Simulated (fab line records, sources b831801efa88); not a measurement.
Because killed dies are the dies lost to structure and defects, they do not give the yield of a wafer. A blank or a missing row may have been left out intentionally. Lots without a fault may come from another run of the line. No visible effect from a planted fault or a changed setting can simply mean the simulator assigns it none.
Split-lot experiment | flow sfqLine | route with 325 steps; 5 lots, 23 wafers read

== THE SPLIT ITSELF ==
At SFQ_TRILAYER_I5_LITHO_COAT_144 (resist thk 650 nm), the setting spinRpm was moved away from the recipe's 3000 rpm on 7 of the 23 wafers read, by +2.4% to +5.3%. All remaining wafers had this setting at the recipe value.

Between the split and the reading, the file records no step.

== THE READING ==
KrF_of_TRILAYER_I5_LITHO_COAT_144.thkNm (the simulator's own value, which no gauge read), in nm, at SFQ_TRILAYER_I5_BARC_OPEN_VIA_ETCH_200 (etches BARC in O2, target depth 125 nm, time 41.7 s). No usual value for it is given in the file. Average 572.7 nm, standard deviation 1.5 nm, over the 16 wafers here run with the recipe.

wafer  | tool, chamber at the split | spinRpm as run, rpm | against the recipe | KrF_of_TRILAYER_I5_LITHO_COAT_144.thkNm, nm | against lot-mates on the recipe
L075.1 | lithoTrack-04, 0           | 3126                | +4.2%              | 555.6                                       | -14.8
L075.2 | lithoTrack-04, 0           | 3126                | +4.2%              | 560.9                                       | -9.5
L075.3 | lithoTrack-04, 0           | 3000                | recipe             | 570.6                                       | -
L075.5 | lithoTrack-04, 0           | 3000                | recipe             | 570.9                                       | -
L075.6 | lithoTrack-04, 0           | 3000                | recipe             | 569.8                                       | -
L077.1 | lithoTrack-04, 0           | 3000                | recipe             | 572.7                                       | -
L077.3 | lithoTrack-04, 0           | 3158                | +5.3%              | 555.6                                       | -16.8
L077.4 | lithoTrack-04, 0           | 3000                | recipe             | 572.3                                       | -
L077.5 | lithoTrack-04, 0           | 3158                | +5.3%              | 553.7                                       | -18.7
L077.6 | lithoTrack-04, 0           | 3000                | recipe             | 572.2                                       | -
L078.1 | lithoTrack-04, 0           | 3000                | recipe             | 575.7                                       | -
L078.5 | lithoTrack-04, 0           | 3000                | recipe             | 573.4                                       | -
L078.6 | lithoTrack-04, 0           | 3000                | recipe             | 574.7                                       | -
L079.2 | lithoTrack-04, 0           | 3000                | recipe             | 574.5                                       | -
L079.3 | lithoTrack-04, 0           | 3000                | recipe             | 572.9                                       | -
L079.6 | lithoTrack-04, 0           | 3000                | recipe             | 572.9                                       | -
L079.4 | lithoTrack-04, 0           | 3000                | recipe             | 573.3                                       | -
L079.5 | lithoTrack-04, 0           | 3000                | recipe             | 571.9                                       | -
L080.1 | lithoTrack-04, 0           | 3073                | +2.4%              | 564.7                                       | -7.8
L080.2 | lithoTrack-04, 0           | 3000                | recipe             | 571.5                                       | -
L080.3 | lithoTrack-04, 0           | 3073                | +2.4%              | 569.7                                       | -2.8
L080.4 | lithoTrack-04, 0           | 3000                | recipe             | 573.4                                       | -
L080.5 | lithoTrack-04, 0           | 3073                | +2.4%              | 570                                         | -2.5

THE FIT
A straight line over all 23 wafers: KrF_of_TRILAYER_I5_LITHO_COAT_144.thkNm changes by -3.24 nm for each +1% of spinRpm; r = -0.94; the points scatter about the line by 2.2 nm.
The same after taking each lot's own level away (the mean of its wafers on the recipe; 23 wafers): -3.03 nm for each +1%; r = -0.95; scatter 1.9 nm.
Per that fit: largest spinRpm move, reading shift of 16 nm.
The lots' own levels span 570.43 to 574.60 nm, that is 2.8 times the standard deviation above.
The two slopes agree, so the slope changes little with the lot-to-lot level.
Check: with one of the wafers moved furthest among these (+5.3%) left out of the fit, the line predicts -15.2 nm for it against its lot-mates. It came out at -16.8 nm against them.

== FURTHER SPLITS ON THESE WAFERS ==
Note: prior to the reading, these wafers also went through further splits. Each is held against what the fit with the lots' levels taken away leaves over:
other split on the same wafers                 | wafers away from the commonest value | r with KrF_of_TRILAYER_I5_LITHO_COAT_144.thkNm (lot level and that fit taken away)
SFQ_TRILAYER_M3_LITHO_PEB_078 pebTempC         | 11                                   | +0.21
SFQ_TRILAYER_M3_ETCH_METAL_ETCH_078 icpW       | 5                                    | -0.23
SFQ_TRILAYER_I3_VIA_LITHO_COAT_085 resistThkNm | 7                                    | -0.57
SFQ_TRILAYER_M4_LITHO_COAT_093 resistThkNm     | 10                                   | -0.28
SFQ_TRILAYER_I4_VIA_LITHO_COAT_108 spinRpm     | 11                                   | +0.12
SFQ_TRILAYER_JJ_CE_LITHO_COAT_119 spinRpm      | 9                                    | -0.10
SFQ_TRILAYER_M5_LITHO_EXPOSE_124 doseMj        | 8                                    | +0.15
SFQ_TRILAYER_R5_DEP_SPUTTER_132 powerW         | 5                                    | +0.02
SFQ_TRILAYER_R5_DEP_SPUTTER_133 timeS          | 10                                   | +0.28
SFQ_TRILAYER_R5_BARC_OPEN_METAL_ETCH_177 timeS | 11                                   | +0.17

== THE WHOLE CHAIN: every reading that the file lists as answering this split, in the file's order ==
step                                   | what it does                                        | reading                                                                                  | change (the file's fit)              | r (the file's)
SFQ_TRILAYER_I5_LITHO_COAT_144         | resist thk 650 nm                                   | KrF_of_TRILAYER_I5_LITHO_COAT_144.thkNm (the simulator's own value, which no gauge read) | -3.3 nm for each +1% of the setting  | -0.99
SFQ_TRILAYER_I5_BARC_OPEN_VIA_ETCH_200 | etches BARC in O2, target depth 125 nm, time 41.7 s | KrF_of_TRILAYER_I5_LITHO_COAT_144.thkNm (the simulator's own value, which no gauge read) | -3.02 nm for each +1% of the setting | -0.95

== FILE'S OWN FIT ==
KrF_of_TRILAYER_I5_LITHO_COAT_144.thkNm changes by -3.02 nm for each +1% of spinRpm, r = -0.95.
